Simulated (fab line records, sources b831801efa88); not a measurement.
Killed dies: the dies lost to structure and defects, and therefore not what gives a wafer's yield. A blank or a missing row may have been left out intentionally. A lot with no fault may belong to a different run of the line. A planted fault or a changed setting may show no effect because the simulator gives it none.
Chamber matching :: flow sky130 :: SKY_FIELD_ISO_ETCH_17 on rieSi-02: 4 sister chambers
The step etches Si in HBr/Cl2/O2, target depth 342 nm, time 97.7 s. 14 wafers are shown with their chamber, then 7 later ones without.

== EACH WAFER AND ITS CHAMBER ==
wafer: L999.1
chamber: 2
drypumpMotorCurrentA (A): 5.2
rfFwdPowerW (W): 597.2
oesProductAu (a.u.): 0.995

wafer: L999.4
chamber: 3
drypumpMotorCurrentA (A): 6.3
rfFwdPowerW (W): 592.3
oesProductAu (a.u.): 1.013

wafer: L999.6
chamber: 0
drypumpMotorCurrentA (A): 5.1
rfFwdPowerW (W): 595.7
oesProductAu (a.u.): 1.001

wafer: L104.2
chamber: 1
drypumpMotorCurrentA (A): 5.8
rfFwdPowerW (W): 599.8
oesProductAu (a.u.): 1.009

wafer: L104.3
chamber: 2
drypumpMotorCurrentA (A): 5.1
rfFwdPowerW (W): 596.7
oesProductAu (a.u.): 1.003

wafer: L104.4
chamber: 3
drypumpMotorCurrentA (A): 6.3
rfFwdPowerW (W): 595.9
oesProductAu (a.u.): 1.006

wafer: L113.2
chamber: 3
drypumpMotorCurrentA (A): 6.3
rfFwdPowerW (W): 596.8
oesProductAu (a.u.): 0.996

wafer: L113.3
chamber: 2
drypumpMotorCurrentA (A): 5.1
rfFwdPowerW (W): 596.5
oesProductAu (a.u.): 1.001

wafer: L113.4
chamber: 1
drypumpMotorCurrentA (A): 5.8
rfFwdPowerW (W): 599.0
oesProductAu (a.u.): 1.008

wafer: L115.1
chamber: 0
drypumpMotorCurrentA (A): 5.1
rfFwdPowerW (W): 594.0
oesProductAu (a.u.): 0.987

wafer: L115.4
chamber: 1
drypumpMotorCurrentA (A): 5.8
rfFwdPowerW (W): 599.1
oesProductAu (a.u.): 0.993

wafer: L115.6
chamber: 3
drypumpMotorCurrentA (A): 6.3
rfFwdPowerW (W): 596.7
oesProductAu (a.u.): 0.996

wafer: L117.2
chamber: 2
drypumpMotorCurrentA (A): 5.1
rfFwdPowerW (W): 597.5
oesProductAu (a.u.): 0.997

wafer: L117.4
chamber: 3
drypumpMotorCurrentA (A): 6.3
rfFwdPowerW (W): 594.3
oesProductAu (a.u.): 0.996

SIGNATURES (means of the wafers above)
reading: drypumpMotorCurrentA
chamber 0: 5.100
chamber 1: 5.800
chamber 2: 5.125
chamber 3: 6.300
scatter within a chamber: 0.0274

reading: rfFwdPowerW
chamber 0: 594.850
chamber 1: 599.300
chamber 2: 596.975
chamber 3: 595.200
scatter within a chamber: 1.3

reading: oesProductAu
chamber 0: 0.99400
chamber 1: 1.00333
chamber 2: 0.99900
chamber 3: 1.00140
scatter within a chamber: 0.00736
Rule: for each reading, subtract the chamber's mean from the wafer's reading, divide by that reading's scatter and square the result; add these up over the readings and take the root, which gives the wafer's distance from the chamber. The wafer belongs to the nearest chamber; if the next one is less than 2 further off, it can't be placed. How the scatter is found: for the shown wafers, subtract from each reading the mean of its chamber, square and add these, divide the total by (wafers less chambers), then take the root.

== WAFERS WITH NO CHAMBER GIVEN ==
wafer: L117.5
drypumpMotorCurrentA (A): 5.2
rfFwdPowerW (W): 593.9
oesProductAu (a.u.): 0.992

wafer: L119.1
drypumpMotorCurrentA (A): 5.1
rfFwdPowerW (W): 598.0
oesProductAu (a.u.): 1.007

wafer: L119.3
drypumpMotorCurrentA (A): 6.3
rfFwdPowerW (W): 594.7
oesProductAu (a.u.): 1.002

wafer: L119.4
drypumpMotorCurrentA (A): 5.1
rfFwdPowerW (W): 592.4
oesProductAu (a.u.): 0.990

wafer: L121.2
drypumpMotorCurrentA (A): 5.2
rfFwdPowerW (W): 598.0
oesProductAu (a.u.): 1.007

wafer: L121.5
drypumpMotorCurrentA (A): 5.2
rfFwdPowerW (W): 596.6
oesProductAu (a.u.): 1.001

wafer: L121.6
drypumpMotorCurrentA (A): 5.8
rfFwdPowerW (W): 600.4
oesProductAu (a.u.): 1.007

== EACH ONE'S CHAMBER ==
wafer: L117.5
from the rows above: can't be placed: 0 or 2
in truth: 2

wafer: L119.1
from the rows above: can't be placed: 2 or 0
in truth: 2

wafer: L119.3
from the rows above: 3
in truth: 3

wafer: L119.4
from the rows above: can't be placed: 0 or 2
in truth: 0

wafer: L121.2
from the rows above: can't be placed: 2 or 0
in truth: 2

wafer: L121.5
from the rows above: can't be placed: 2 or 0
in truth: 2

wafer: L121.6
from the rows above: 1
in truth: 1
Correctly placed: 2 of 7. These rows do not allow placing 5 (true chamber among the candidates in 5). Wrongly placed: 0.
